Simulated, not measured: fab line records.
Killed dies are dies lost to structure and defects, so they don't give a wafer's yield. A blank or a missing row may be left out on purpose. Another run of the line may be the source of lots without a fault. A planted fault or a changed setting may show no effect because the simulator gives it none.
fab line records	flow sky130
record lots=6	wafers=16	last-day=49
route steps=708 shown LI_CONTACT@365 PAD_OPEN@708
lots untouched by any fault: they come from a run of this same line in which no faults occurred
start-h: hours from the record's opening day to when the first of the lot's shown wafers began	wait-h: hours elapsed since this lot's preceding step	" the same as in the row above	L1.1+2: a row that stands for several wafers	- no value, or no start given	* or withheld: withheld	< > ~ a bound
route shown NAME@n: names a module that has steps shown in the file, with the first one's number in the route	usual: mean/standard deviation taken from wafers without a fault	same: alike in all rows	chamber/n: place in a boat	sites: the reading at each site	_std_site: the values' standard deviation	_edge_site: outer sites' mean less inner sites'	radius-mm: for every site, how far away it sits from the centre of the wafer	mask NAME#n: copy n	behind: tool/chamber where the wafer was last shaped	hold: the reason the lot was held/the length of the hold in hours/how it ended	device: names the non-switching transistor (n, p or np)	end of line: at the end of the route, the tests of the same wafers	for a step that has no rows: nothing shown but its recipe	killed: dies that structure and defects cost at the first sort, which is not the same as the wafer's yield	map: dies across one wafer; x = killed, . = not, _ = none there
set.NAME: the setting as run; set.NAME@STEP: as run at that earlier step	model.NAME: the simulator's own value behind a step, which no gauge read
certain route steps with their lots: each step a table, each wafer a row
services: a tool's chamber out of use, with start hour (start-h, from the record's first day; less than 0 if before it), hours out, and reason
## steps
# step SKY_LI_CONTACT_BOW_MEAS_03
# recipe mode=bow
# usual LI_CONTACT_BOW=57/6.5
lot.wafer	tool	chamber	start-h	wait-h	LI_CONTACT_BOW[um]
L354.2	film-metro-01	-	680.02	0.2	67
L354.3	"	-	"	"	59
L354.6	"	-	"	"	50
L359.2	film-metro-03	-	714.35	0.3	55
L360.3	film-metro-04	-	721.29	0.2	52
L360.5	"	-	"	"	55
L360.6	"	-	"	"	52
L367.2	film-metro-03	-	780.67	0.1	71
L367.4	"	-	"	"	62
L367.5	"	-	"	"	70
L369.3	film-metro-01	-	798.57	0.1	67
L369.4	"	-	"	"	55
L369.5	"	-	"	"	60
L371.1	film-metro-03	-	803.73	0.1	53
L371.3	"	-	"	"	50
L371.6	"	-	"	"	60
# step SKY_LI_CONTACT_DEHYDRATE_04
# recipe temp-c=200	time-s=60
# step SKY_LI_CONTACT_HMDS_05
# recipe prime-time-s=60	prime-temp-c=120
# step SKY_LI_CONTACT_COAT_06
# recipe resist=BARC	temp-c=withheld	time-s=withheld	spin-rpm=3000	resist-thk-nm=60
# step SKY_LI_CONTACT_COAT_07
# recipe resist=KrF-thick	spin-rpm=3000	resist-thk-nm=450
# step SKY_LI_CONTACT_SOFTBAKE_08
# recipe temp-c=100	time-s=90	resist=KrF-thick
# step SKY_LI_CONTACT_EXPOSE_09
# recipe mask-id=LICM1	na=0.8	source-shape=annular	sigma-inner=0.55	sigma-outer=0.85	target-cd-nm=170	dose-mj=38
# step SKY_LI_CONTACT_PEB_10
# recipe peb-temp-c=withheld	peb-time-s=withheld	resist=KrF-thick
# step SKY_LI_CONTACT_DEVELOP_11
# recipe develop-time-s=60	resist=KrF-thick	dev-temp-c=21
# step SKY_LI_CONTACT_CD_MEAS_12
# recipe target-cd-nm=170
# usual cd-nm=170.8/1.9
lot.wafer	tool	chamber	start-h	wait-h	cd-nm
L354.2	cd-sem-01	-	708.13	-	173.5
L354.3	"	-	"	"	174.1
L354.6	"	-	"	"	175.3
L359.2	cd-sem-01	-	742.02	-	172.1
L360.3	cd-sem-01	-	748.79	-	170.2
L360.5	"	-	"	"	169.6
L360.6	"	-	"	"	171.2
L367.2	cd-sem-02	-	807.37	-	172.0
L367.4	"	-	"	"	170.9
L367.5	"	-	"	"	170.6
L369.3	cd-sem-02	-	824.84	-	169.9
L369.4	"	-	"	"	170.3
L369.5	"	-	"	"	168.2
L371.1	cd-sem-02	-	829.96	-	171.8
L371.3	"	-	"	"	171.2
L371.6	"	-	"	"	170.2
# step SKY_LI_CONTACT_OVL_MEAS_13
# usual LI_CONTACT_OVL=-1/4.2
lot.wafer	tool	chamber	start-h	wait-h	LI_CONTACT_OVL[nm]
L354.2	overlay-02	-	708.23	0.1	1
L354.3	"	-	"	"	1
L354.6	"	-	"	"	-3
L359.2	overlay-01	-	742.12	0.1	-2
L360.3	overlay-01	-	748.88	0.1	-2
L360.5	"	-	"	"	2
L360.6	"	-	"	"	-7
L367.2	overlay-01	-	807.47	0.1	5
L367.4	"	-	"	"	6
L367.5	"	-	"	"	-2
L369.3	overlay-01	-	824.93	0.1	8
L369.4	"	-	"	"	1
L369.5	"	-	"	"	4
L371.1	overlay-01	-	830.08	0.1	0
L371.3	"	-	"	"	3
L371.6	"	-	"	"	3
# step SKY_LI_CONTACT_ETCH_14
# recipe chemistry=N2/H2	target=BARC	ion-energy-ev=200	source-w=500	bias-w=100	pressure-mtorr=30	n2-flow-sccm=100	h2-flow-sccm=200	stop-on=SiO2	time-s=45.9	target-depth-a=600
# usual drypump-motor-current-A=5.7/0.41	oes-product-au=0.855/0.0048	throttle-valve-pct=13.223/0.011
lot.wafer	tool	chamber	start-h	wait-h	drypump-motor-current-A	oes-product-au	rf-hours-counter-h	throttle-valve-pct
L354.2	rie-diel-03	2	708.26	0.0	5.3	0.855	7	13.217
L354.3	"	3	"	"	5.3	0.857	11	13.223
L354.6	"	1	"	"	5.6	0.857	-	13.212
L359.2	rie-diel-01	0	742.15	0.0	4.9	0.867	24	13.226
L360.3	rie-diel-01	1	748.90	0.0	5.5	0.855	8	13.217
L360.5	"	0	"	"	4.9	0.854	-	13.190
L360.6	"	1	"	"	5.5	0.855	-	13.229
L367.2	rie-diel-04	1	807.50	0.0	6.0	0.859	24	13.244
L367.4	"	2	"	"	6.4	0.856	6	13.213
L367.5	"	1	"	"	6.0	0.852	-	13.236
L369.3	rie-diel-03	1	824.96	0.0	5.5	0.858	0	13.214
L369.4	"	2	"	"	5.3	0.846	9	13.235
L369.5	"	2	"	"	5.3	0.860	-	13.220
L371.1	rie-diel-01	0	830.11	0.0	4.9	0.853	26	13.202
L371.3	"	2	"	"	6.2	0.858	0	13.228
L371.6	"	3	"	"	5.5	0.856	-	13.235
# step SKY_LI_CONTACT_ETCH_15
# recipe target=PSG	chemistry=C4F8/O2/Ar	stop-on=Si	taper-deg=4.15	mask-material=KrF-thick	source-w=1500	bias-w=1200	pressure-mtorr=40	c4f8-flow-sccm=withheld	O2_flow_sccm=6	Ar_flow_sccm=300	time-s=withheld	target-depth-a=6000
# usual oes-product-au=0.837/0.0046
lot.wafer	tool	chamber	start-h	wait-h	oes-product-au	model.KrF-thick_of_LI_CONTACT_COAT_07.thk-nm
L354.2	rie-diel-03	2	708.30	0.0	0.834	236.2
L354.3	"	3	"	"	0.843	236.3
L354.6	"	1	"	"	0.843	235.9
L359.2	rie-diel-01	0	742.19	0.0	0.840	273.3
L360.3	rie-diel-01	1	748.95	0.0	0.838	232.9
L360.5	"	0	"	"	0.834	269.7
L360.6	"	1	"	"	0.844	232.4
L367.2	rie-diel-04	1	807.54	0.0	0.833	226.5
L367.4	"	2	"	"	0.829	229
L367.5	"	1	"	"	0.832	226.4
L369.3	rie-diel-03	1	825.00	0.0	0.837	236.2
L369.4	"	2	"	"	0.836	234.8
L369.5	"	2	"	"	0.836	237.4
L371.1	rie-diel-01	0	830.15	0.0	0.838	236.2
L371.3	"	2	"	"	0.845	228.4
L371.6	"	3	"	"	0.834	231.4
# step SKY_LI_CONTACT_STRIP_16
# recipe chemistry=O2/N2	power-w=1400	pressure-mtorr=1500	platen-temp-c=withheld	o2-flow-sccm=3000	n2-flow-sccm=300	overash-fraction=0.5
# usual drypump-motor-current-A=5.8/0.31	oes-product-au=0.376/0.0052	strip-time-to-endpoint-s=3.50/0.049
# same overash-fraction=0.5
lot.wafer	tool	chamber	start-h	wait-h	drypump-motor-current-A	oes-product-au	rf-hours-counter-h	strip-time-to-endpoint-s
L354.2	plasma-asher-02	0	708.39	-	6.0	0.376	81	3.54
L354.3	"	1	"	"	5.7	0.368	-	3.55
L354.6	"	1	"	"	5.7	0.381	-	3.52
L359.2	plasma-asher-04	1	742.28	-	5.0	0.392	33	3.93
L360.3	plasma-asher-02	0	749.07	-	6.0	0.376	-	3.52
L360.5	"	1	"	"	5.7	0.397	-	3.90
L360.6	"	0	"	"	6.0	0.381	-	3.52
L367.2	plasma-asher-04	1	807.63	-	5.0	0.361	40	3.43
L367.4	"	0	"	"	5.7	0.378	-	3.45
L367.5	"	0	"	"	5.7	0.371	-	3.44
L369.3	plasma-asher-02	1	825.12	-	5.7	0.372	-	3.55
L369.4	"	0	"	"	6.1	0.379	-	3.51
L369.5	"	1	"	"	5.7	0.386	-	3.56
L371.1	plasma-asher-02	0	830.24	-	6.1	0.370	94	3.55
L371.3	"	0	"	"	6.1	0.372	-	3.45
L371.6	"	0	"	"	6.1	0.382	-	3.49
# step SKY_LI_CONTACT_CLEAN_17
# recipe chemistry=NMP	time-s=600	temp-c=60	dry=n2-spin
# step SKY_PAD_OPEN_PROBE_99
lot.wafer	tool	chamber	start-h	wait-h	model.etest.licon-pdiff.rc-ohm	model.etest.pfet_01v8.r-on-ohm-um	model.etest.pfet-g5v0d10v5.r-on-ohm-um	model.etest.nfet-g5v0d10v5.r-on-ohm-um	model.etest.nfet_01v8.r-on-ohm-um	model.etest.licon-ndiff.rc-ohm	model.etest.sonos-uncharged.r-on-ohm-um	model.etest.licon-high-po.rc-ohm
L354.2	prober-01	-	1102.53	0.1	570.8	3029	4797	1931	842.8	172.8	841.9	360
L354.3	prober-01	-	1102.58	0.2	580.6	2968	4824	1914	842	173	837.5	339.2
L354.6	prober-01	-	1102.73	0.2	549.9	2900	4774	1891	836.3	172.6	841.2	358.2
L359.2	prober-02	-	1127.92	0.1	746	3077	4890	1949	918.1	263.1	879.3	420.7
L360.3	prober-01	-	1131.75	0.2	587.6	2788	4664	1854	824.3	174.7	798.3	347
L360.5	prober-01	-	1131.85	0.2	726.3	2964	4812	1934	903.1	244.6	844	410.6
L360.6	prober-01	-	1131.90	0.2	590.2	2776	4673	1852	827.1	180.6	798.1	352.5
L367.2	prober-02	-	1172.11	0.1	542.5	2851	4794	1863	840.3	175.1	800.7	327.2
L367.4	prober-02	-	1172.21	0.2	591.6	2887	4788	1886	842	180.5	811	360.6
L367.5	prober-02	-	1172.26	0.2	555.5	2949	4858	1896	857	172.3	805.1	349.6
L369.3	prober-02	-	1181.71	0.2	590.7	2921	4766	1885	837.5	188.3	809.4	372.1
L369.4	prober-02	-	1181.76	0.2	579.4	2994	4817	1923	820.7	189.9	811.7	358
L369.5	prober-02	-	1181.81	0.2	602	2887	4754	1904	822.7	185.5	800.3	366
L371.1	prober-01	-	1186.97	0.1	595.3	2906	4732	1871	833.6	181.5	805.4	352.2
L371.3	prober-01	-	1187.07	0.2	590.4	2950	4741	1893	847.4	180.3	814.3	346.9
L371.6	prober-01	-	1187.22	0.2	567.3	2900	4822	1910	842	168.8	807.1	352.1
# killed by level:class
L354.2 CONTACT:geometric-particle:open=12 CONTACT:geometric-particle:short=12 VIA2:geometric-particle:open=10 VIA1:geometric-particle:open=9 VIA1:geometric-particle:short=7 LI_CONTACT:geometric-particle:open=6 FIELD_ISO:geometric-particle:open=5 METAL1:geometric-particle:short=4
L354.3 CONTACT:geometric-particle:open=11 METAL1:geometric-particle:short=9 LI_CONTACT:geometric-particle:open=7 VIA3:geometric-particle:open=7 FIELD_ISO:geometric-particle:open=6 LOCAL_INTERCONNECT:geometric-particle:short=6 FIELD_ISO:geometric-particle:short=5 CONTACT:geometric-particle:short=5
L354.6 CONTACT:geometric-particle:open=14 VIA1:geometric-particle:open=11 POLY_GATE:geometric-particle:short=6 VIA2:geometric-particle:open=6 LI_CONTACT:geometric-particle:open=5 LOCAL_INTERCONNECT:geometric-particle:short=5 METAL1:geometric-particle:short=5 METAL3:geometric-particle:short=5
L367.2 CONTACT:geometric-particle:open=13 VIA1:geometric-particle:open=10 LI_CONTACT:geometric-particle:open=7 VIA2:geometric-particle:open=5 VIA1:geometric-particle:short=5 VIA3:geometric-particle:open=5 LOCAL_INTERCONNECT:geometric-particle:short=4 CONTACT:geometric-particle:short=4
L367.4 VIA2:geometric-particle:open=10 CONTACT:geometric-particle:open=7 CONTACT:geometric-particle:short=5 VIA1:geometric-particle:short=5 VIA3:geometric-particle:short=5 VIA3:geometric-particle:open=5 POLY_GATE:geometric-particle:short=4 VIA1:geometric-particle:open=4
L367.5 VIA1:geometric-particle:open=11 CONTACT:geometric-particle:open=7 METAL2:geometric-particle:short=7 LI_CONTACT:geometric-particle:open=6 FIELD_ISO:geometric-particle:open=5 VIA2:geometric-particle:open=5 POLY_GATE:geometric-particle:open=4 CONTACT:geometric-particle:short=4
L369.3 CONTACT:geometric-particle:open=7 FIELD_ISO:geometric-particle:open=6 METAL1:geometric-particle:short=6 VIA1:geometric-particle:open=6 VIA3:geometric-particle:open=6 POLY_GATE:geometric-particle:open=5 LI_CONTACT:geometric-particle:open=4 LOCAL_INTERCONNECT:geometric-particle:short=4
L369.4 CONTACT:geometric-particle:open=10 VIA1:geometric-particle:open=7 FIELD_ISO:geometric-particle:open=5 LI_CONTACT:geometric-particle:open=4 VIA1:geometric-particle:short=4 VIA2:geometric-particle:open=4 METAL3:geometric-particle:short=4 VIA3:geometric-particle:open=4
L369.5 CONTACT:geometric-particle:open=11 VIA1:geometric-particle:open=11 VIA2:geometric-particle:open=7 FIELD_ISO:geometric-particle:short=4 LI_CONTACT:geometric-particle:open=4 POLY_GATE:geometric-particle:short=3 LOCAL_INTERCONNECT:geometric-particle:short=3 METAL2:geometric-particle:open=3
L371.1 CONTACT:geometric-particle:open=15 FIELD_ISO:geometric-particle:open=5 POLY_GATE:geometric-particle:short=5 LOCAL_INTERCONNECT:geometric-particle:short=5 VIA1:geometric-particle:open=5 METAL4:geometric-particle:short=5 POLY_GATE:geometric-particle:open=4 LI_CONTACT:geometric-particle:open=4
L371.3 VIA2:geometric-particle:open=10 METAL1:geometric-particle:short=9 VIA3:geometric-particle:short=8 CONTACT:geometric-particle:open=8 POLY_GATE:geometric-particle:open=6 VIA1:geometric-particle:open=5 VIA3:geometric-particle:open=5 VIA1:geometric-particle:short=4
L371.6 CONTACT:geometric-particle:open=12 VIA1:geometric-particle:open=10 VIA3:geometric-particle:open=8 VIA2:geometric-particle:short=6 FIELD_ISO:geometric-particle:short=5 VIA2:geometric-particle:open=5 POLY_GATE:geometric-particle:open=4 VIA3:geometric-particle:short=4
## services
tool	chamber	start-h	hours	kind
rie-diel-03	-	716.70	0.5	repair
rie-diel-01	-	724.93	0.3	repair
rie-diel-04	3	735.03	1.8	repair
rie-diel-03	1	758.62	6.2	repair
rie-diel-03	2	759.77	9.1	repair
rie-diel-03	-	785.62	1.9	repair
rie-diel-03	1	787.52	-	clean
rie-diel-03	1	787.52	15.1	scheduled-down
rie-diel-03	1	787.52	15.1	vent-cycle
rie-diel-01	1	805.22	8.6	repair
rie-diel-01	2	814.90	-	clean
rie-diel-01	2	814.90	14.1	scheduled-down
rie-diel-01	2	814.90	14.1	vent-cycle
## key
first-sign step=SKY_LI_CONTACT_STRIP_16	reading=strip-time-to-endpoint-s	direction=up	sigmas=8.4	usual=*	struck=*
effect step=SKY_LI_CONTACT_STRIP_16	reading=oes-product-au	direction=up	sigmas=3.6	usual=0.376	struck=0.395
model-effect step=SKY_LI_CONTACT_ETCH_15	value=KrF-thick_of_LI_CONTACT_COAT_07.thk-nm	without=235.5	struck=271.5
model-effect step=SKY_PAD_OPEN_PROBE_99	value=etest.licon-pdiff.rc-ohm	without=600.4	struck=736.2
met-at SKY_LI_CONTACT_ETCH_15
struck-wafers L359.2,L360.5
sort-left-out L359.2,L360.5
tester-left-out L359,L360
earlier-fault kind=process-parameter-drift	tool=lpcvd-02	chamber=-	onset-h=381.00	steps=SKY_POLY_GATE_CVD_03	channel=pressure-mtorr	offset=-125	shape=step	end-h=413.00	acts-in=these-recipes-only	stated=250
fault kind=process-parameter-drift	tool=rie-diel-01	chamber=0	onset-h=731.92	steps=SKY_LI_CONTACT_ETCH_15	channel=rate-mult	offset=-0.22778	shape=step	end-h=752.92
# tester-left-out: of these lots the tester's yield and bins aren't shown, on N5 and GAA mostly nor the transistor test; their killed dies are dies lost to structure and defects alone, not to doping, threshold or leakage, so they don't give the yield
# sort-left-out: the simulated sort isn't trusted on such a fault, so these wafers' sort isn't shown, and their yield isn't known
